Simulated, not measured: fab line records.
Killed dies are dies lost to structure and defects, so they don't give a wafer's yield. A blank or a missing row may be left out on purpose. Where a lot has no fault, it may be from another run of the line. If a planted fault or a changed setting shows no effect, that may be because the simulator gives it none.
Which tool is to blame? :: flow gf180mcu :: 12 lots, 36 wafers sampled, at 4 steps of a route of 602

== WHAT THE GAUGES SHOWED, per wafer ==
GF_STI_BOW_MEAS_00.
lot: L753
measured: day 1 10:00
on: film_metro-01
INCOMING_BOW (um): 1 6 1

lot: L754
measured: day 1 15:04
on: film_metro-01
INCOMING_BOW (um): 6 5 2

lot: L756
measured: day 2 01:00
on: film_metro-04
INCOMING_BOW (um): -16 3 5

lot: L759
measured: day 2 16:01
on: film_metro-03
INCOMING_BOW (um): 6 -10 -13

lot: L760
measured: day 2 21:01
on: film_metro-03
INCOMING_BOW (um): 1 1 -16

lot: L761
measured: day 3 02:00
on: film_metro-01
INCOMING_BOW (um): -1 -4 -2

lot: L764
measured: day 3 17:02
on: film_metro-04
INCOMING_BOW (um): 3 -4 9

lot: L766
measured: day 4 03:01
on: film_metro-01
INCOMING_BOW (um): 2 5 -1

lot: L768
measured: day 4 13:00
on: film_metro-01
INCOMING_BOW (um): 10 2 -7

lot: L774
measured: day 5 19:00
on: film_metro-01
INCOMING_BOW (um): -4 7 -5

lot: L775
measured: day 6 00:02
on: film_metro-01
INCOMING_BOW (um): 3 5 1

lot: L776
measured: day 6 05:00
on: film_metro-04
INCOMING_BOW (um): -8 -6 -11

GF_HV_LDD_TW_MEAS_11.
lot: L753
measured: day 10 00:15
on: film_metro-02
HV_LDD_TW: 2424 2414 2425

lot: L754
measured: day 10 05:59
on: film_metro-02
HV_LDD_TW: 2412 2426 2402

lot: L756
measured: day 10 23:48
on: film_metro-04
HV_LDD_TW: 2418 2418 2425

lot: L759
measured: day 11 18:28
on: film_metro-04
HV_LDD_TW: 2428 2438 2428

lot: L760
measured: day 12 03:25
on: film_metro-04
HV_LDD_TW: 2422 2414 2412

lot: L761
measured: day 12 11:49
on: film_metro-04
HV_LDD_TW: 2417 2426 2416

lot: L764
measured: day 13 10:40
on: film_metro-02
HV_LDD_TW: 2418 2412 2418

lot: L766
measured: day 13 21:52
on: film_metro-02
HV_LDD_TW: 2310 2297 2301 2302 2304 2320

lot: L768
measured: day 14 15:17
on: film_metro-01
HV_LDD_TW: 2262 2262 2266 2270 2255 2275

lot: L774
measured: day 16 11:55
on: film_metro-02
HV_LDD_TW: 2428 2434 2429

lot: L775
measured: day 16 16:50
on: film_metro-02
HV_LDD_TW: 2442 2445 2436

lot: L776
measured: day 17 01:43
on: film_metro-04
HV_LDD_TW: 2408 2409 2406

GF_HV_LDD_RS_MEAS_53: measures by four-point-probe.
lot: L753
measured: day 12 08:12
on: film_metro-02
HV_LDD_RS (ohm/sq): 418.0 417.5 417.8

lot: L754
measured: day 12 16:30
on: film_metro-02
HV_LDD_RS (ohm/sq): 419.5 419.0 419.0

lot: L756
measured: day 13 11:24
on: film_metro-04
HV_LDD_RS (ohm/sq): 418.2 417.3 417.9

lot: L759
measured: day 14 07:22
on: film_metro-04
HV_LDD_RS (ohm/sq): 417.5 417.5 417.5

lot: L760
measured: day 14 16:37
on: film_metro-01
HV_LDD_RS (ohm/sq): 418.7 418.8 419.0

lot: L761
measured: day 15 02:07
on: film_metro-04
HV_LDD_RS (ohm/sq): 416.2 416.5 417.3

lot: L764
measured: day 16 03:31
on: film_metro-01
HV_LDD_RS (ohm/sq): 419.1 419.0 418.4

lot: L766
measured: day 16 15:19
on: film_metro-02
HV_LDD_RS (ohm/sq): 423.4 423.0 423.1 423.2 422.8 423.4

lot: L768
measured: day 17 09:56
on: film_metro-04
HV_LDD_RS (ohm/sq): 422.3 421.5 421.7 421.7 421.5 421.1

lot: L774
measured: day 19 11:28
on: film_metro-04
HV_LDD_RS (ohm/sq): 418.4 418.1 417.9

lot: L775
measured: day 19 17:49
on: film_metro-02
HV_LDD_RS (ohm/sq): 419.0 417.3 418.5

lot: L776
measured: day 20 03:11
on: film_metro-02
HV_LDD_RS (ohm/sq): 418.1 418.1 418.0

== WHICH TOOL RAN EACH LOT (tool, then ch and the chambers of the sampled wafers, then the start) ==
lot: L753
GF_HV_LDD_IMPLANT_09: implanter-03 ch 0, day 10 00:00

lot: L754
GF_HV_LDD_IMPLANT_09: implanter-04 ch 0, day 10 05:46

lot: L756
GF_HV_LDD_IMPLANT_09: implanter-03 ch 0, day 10 23:33

lot: L759
GF_HV_LDD_IMPLANT_09: implanter-04 ch 0, day 11 18:14

lot: L760
GF_HV_LDD_IMPLANT_09: implanter-04 ch 0, day 12 03:11

lot: L761
GF_HV_LDD_IMPLANT_09: implanter-04 ch 0, day 12 11:34

lot: L764
GF_HV_LDD_IMPLANT_09: implanter-03 ch 0, day 13 10:26

lot: L766
GF_HV_LDD_IMPLANT_09: implanter-04 ch 0, day 13 21:38

lot: L768
GF_HV_LDD_IMPLANT_09: implanter-04 ch 0, day 14 15:02

lot: L774
GF_HV_LDD_IMPLANT_09: implanter-02 ch 0, day 16 11:40

lot: L775
GF_HV_LDD_IMPLANT_09: implanter-03 ch 0, day 16 16:37

lot: L776
GF_HV_LDD_IMPLANT_09: implanter-03 ch 0, day 17 01:28
- GF_HV_LDD_IMPLANT_09

== AS READ BY THE TOOLS THEMSELVES (means over the sampled wafers that have a number; for cases with no such wafer, the mark the record gives instead) ==
GF_HV_LDD_IMPLANT_09.
lot: L753
tool: implanter-03
beam_energy_keV: 40.006

lot: L754
tool: implanter-04
beam_energy_keV: 39.993

lot: L756
tool: implanter-03
beam_energy_keV: 39.996

lot: L759
tool: implanter-04
beam_energy_keV: 39.999

lot: L760
tool: implanter-04
beam_energy_keV: 39.996

lot: L761
tool: implanter-04
beam_energy_keV: 40.009

lot: L764
tool: implanter-03
beam_energy_keV: 40.007

lot: L766
tool: implanter-04
beam_energy_keV: 33.616

lot: L768
tool: implanter-04
beam_energy_keV: 33.624

lot: L774
tool: implanter-02
beam_energy_keV: 39.990

lot: L775
tool: implanter-03
beam_energy_keV: 40.006

lot: L776
tool: implanter-03
beam_energy_keV: 40.001

== THE ANSWER, worked out from the rows above alone ==
Rule: what is usual is taken from the lots themselves. The widest of any qualifying gaps counts: lots, ordered by their means at a reading, are off when they make up no more than a third of the lots, leave a main group of 4 or more, and stand apart from it by 3 or more times the standard deviation of that group's means. Not used: any main group whose means are identical at the precision the tables above print for the reading. Also off: a lot with no number at a reading for which 4 or more lots have one. The other lots that the step has rows for count as sound. First the gauges in route order, then the tools' own readings, where a lot's mean is used as printed above. The first step at which some lot is off is used, and at that step the reading that is off furthest; a lot without a number counts as furthest.
Off: L766, L768, at GF_HV_LDD_TW_MEAS_11 (HV_LDD_TW). Mean 2422 and standard deviation 9.4 in the main group.
If a tool, at a process step before that reading, ran all the lots that are off and no sound lot after the first of them, it fits. Not tried: the gauges at GF_HV_LDD_TW_MEAS_11; whatever is off there is also off at GF_HV_LDD_IMPLANT_09, on other tools, and gauge error can't account for it. One candidate fits, namely implanter-04 at GF_HV_LDD_IMPLANT_09. Its last sound lot is L761 (day 12 11:34), its first lot that is off L766 (day 13 21:38): a fault that began between those two fits.
On the lots that are off, the tool's own readings at GF_HV_LDD_IMPLANT_09 differ by more than 5 times the standard deviation of the sound lots' means, which bears it out; beam_energy_keV reads 33.620 there versus 40.000 on the sound lots.

== WHAT THE SIMULATOR HAD PUT IN ==
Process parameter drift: implanter-04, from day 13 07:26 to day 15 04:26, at GF_HV_LDD_IMPLANT_09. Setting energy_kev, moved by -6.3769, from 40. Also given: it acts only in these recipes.
Shown lots that were struck: L766, L768. The rule above found the same.
